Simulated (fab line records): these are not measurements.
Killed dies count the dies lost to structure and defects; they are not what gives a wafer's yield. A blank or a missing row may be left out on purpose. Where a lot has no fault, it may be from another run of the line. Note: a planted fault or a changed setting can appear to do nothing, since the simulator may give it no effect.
Which tool did it?    flow sky130    Sampling: 12 lots, 36 wafers, 4 of 708 route steps

WHAT THE GAUGES READ, wafer by wafer
SKY_VT_ADJUST_NCORE_OVL_MEAS_08. Usual: for VT_ADJUST_NCORE_OVL the level is -0.1 nm and the standard deviation is 1.4.
lot   measured      on          VT_ADJUST_NCORE_OVL (nm)  flag
L837  day 8 04:01   overlay-01  2.1 0.4 0.7               
L838  day 8 22:28   overlay-02  0.0 -0.8 1.7              
L839  day 9 15:30   overlay-02  -0.8 -2.1 -3.2            
L840  day 9 19:07   overlay-02  -1.3 -2.2 -1.3            
L842  day 10 09:25  overlay-01  3.8 0.1 1.6               
L843  day 10 22:22  overlay-01  3.1 -0.5 0.7              
L844  day 11 06:25  overlay-02  1.1 -2.1 -0.4             
L846  day 11 07:19  overlay-02  -1.0 -1.3 -1.1            
L847  day 11 09:07  overlay-01  0.7 -0.3 2.2              
L850  day 12 11:51  overlay-01  -1.7 -0.1 0.5             
L858  day 14 18:55  overlay-01  0.7 1.8 0.6               
L859  day 15 03:00  overlay-01  -0.4 1.1 1.8              

SKY_SONOS_ONO_THK_MEAS_03. Usual: for SONOS_ONO_CVD_02_THK the level is 10.45 nm and the standard deviation is 0.13.
lot   measured      on             SONOS_ONO_CVD_02_THK (nm)  flag
L837  day 11 02:41  film metro-03  10.45 10.44 10.50          
L838  day 11 21:35  film metro-03  10.55 10.47 10.50          
L839  day 12 19:19  film metro-03  10.63 10.63 10.51          
L840  day 12 22:08  film metro-02  10.30 10.46 10.37          
L842  day 13 13:10  film metro-04  10.61 10.58 10.57          
L843  day 14 03:36  film metro-04  10.35 10.34 10.27          
L844  day 14 14:55  film metro-03  10.42 10.35 10.47          
L846  day 14 14:58  film metro-04  10.22 10.23 10.22          
L847  day 14 19:08  film metro-02  10.81 10.63 10.76          
L850  day 16 00:32  film metro-02  10.19 10.43 10.34          
L858  day 18 13:01  film metro-02  11.64 11.78 11.66          OFF
L859  day 18 22:09  film metro-04  11.56 11.54 11.66          OFF

SKY_SONOS_ONO_THK_MEAS_05. Usual: for SONOS_ONO_CVD_04_THK the level is 5.73 nm and the standard deviation is 0.12.
lot   measured      on             SONOS_ONO_CVD_04_THK (nm)  flag
L837  day 11 04:37  film metro-02  5.64 5.67 5.71             
L838  day 11 23:32  film metro-02  5.77 5.74 5.73             
L839  day 12 20:38  film metro-04  5.68 5.68 5.79             
L840  day 12 23:26  film metro-03  5.70 5.68 5.77             
L842  day 13 14:29  film metro-02  5.58 5.68 5.59             
L843  day 14 04:55  film metro-02  5.82 5.81 5.73             
L844  day 14 16:13  film metro-04  5.58 5.60 5.67             
L846  day 14 17:28  film metro-02  5.87 5.97 5.85             
L847  day 14 20:26  film metro-03  5.67 5.57 5.74             
L850  day 16 01:51  film metro-02  5.61 5.54 5.55             
L858  day 18 14:19  film metro-04  5.54 5.69 5.64             
L859  day 18 23:28  film metro-04  5.75 5.75 5.74             

WHICH TOOL RAN EACH LOT (tool, then ch and the chambers of the sampled wafers, then the start)
lot   SKY_SONOS_ONO_CVD_02
L837  lpcvd-02 ch 1, day 11 01:38
L838  lpcvd-02 ch 1, day 11 20:32
L839  lpcvd-02 ch 1, day 12 18:15
L840  lpcvd-02 ch 1, day 12 21:05
L842  lpcvd-02 ch 0, day 13 12:07
L843  lpcvd-02 ch 0, day 14 02:33
L844  lpcvd-02 ch 1, day 14 13:52
L846  lpcvd-02 ch 1, day 14 13:52
L847  lpcvd-02 ch 0, day 14 18:04
L850  lpcvd-02 ch 1, day 15 23:29
L858  lpcvd-02 ch 1, day 18 11:56
L859  lpcvd-02 ch 0, day 18 21:06
- SKY_SONOS_ONO_CVD_02: deposits Si3N4 from DCS/NH3, target thk 10.5 nm, time 180 s.

AS READ BY THE TOOLS THEMSELVES (means over the sampled wafers that have a number; for cases with no such wafer, the mark the record gives instead)
The record holds no such reading with a usual standard deviation.

THE ANSWER, worked out from the rows above alone
Rule: lot off if the mean of its wafers having a number is beyond 3 standard deviations from the usual mean. A lot without any number at a reading at which 4 lots or more have one is off too. All remaining lots with rows at the step are treated as sound. The gauges are gone through in route order, then the tools' own readings, and for those a lot's mean is taken as printed above. At the first step where some lot is off, the reading lying furthest off is the one used; lots without a number count as furthest.
Off: at SKY_SONOS_ONO_THK_MEAS_03 (SONOS_ONO_CVD_02_THK), L858, L859.
If a tool, at a process step before that reading, ran all the lots that are off and no sound lot after the first of them, it fits. Gauges at SKY_SONOS_ONO_THK_MEAS_03: tried the same way as those tools. One candidate fits, namely lpcvd-02 at SKY_SONOS_ONO_CVD_02. A fault onset in the window from L850 (day 15 23:29, its last sound lot) to L858 (day 18 11:56, its first lot off) fits.

WHAT HAD BEEN PUT IN BY THE SIMULATOR
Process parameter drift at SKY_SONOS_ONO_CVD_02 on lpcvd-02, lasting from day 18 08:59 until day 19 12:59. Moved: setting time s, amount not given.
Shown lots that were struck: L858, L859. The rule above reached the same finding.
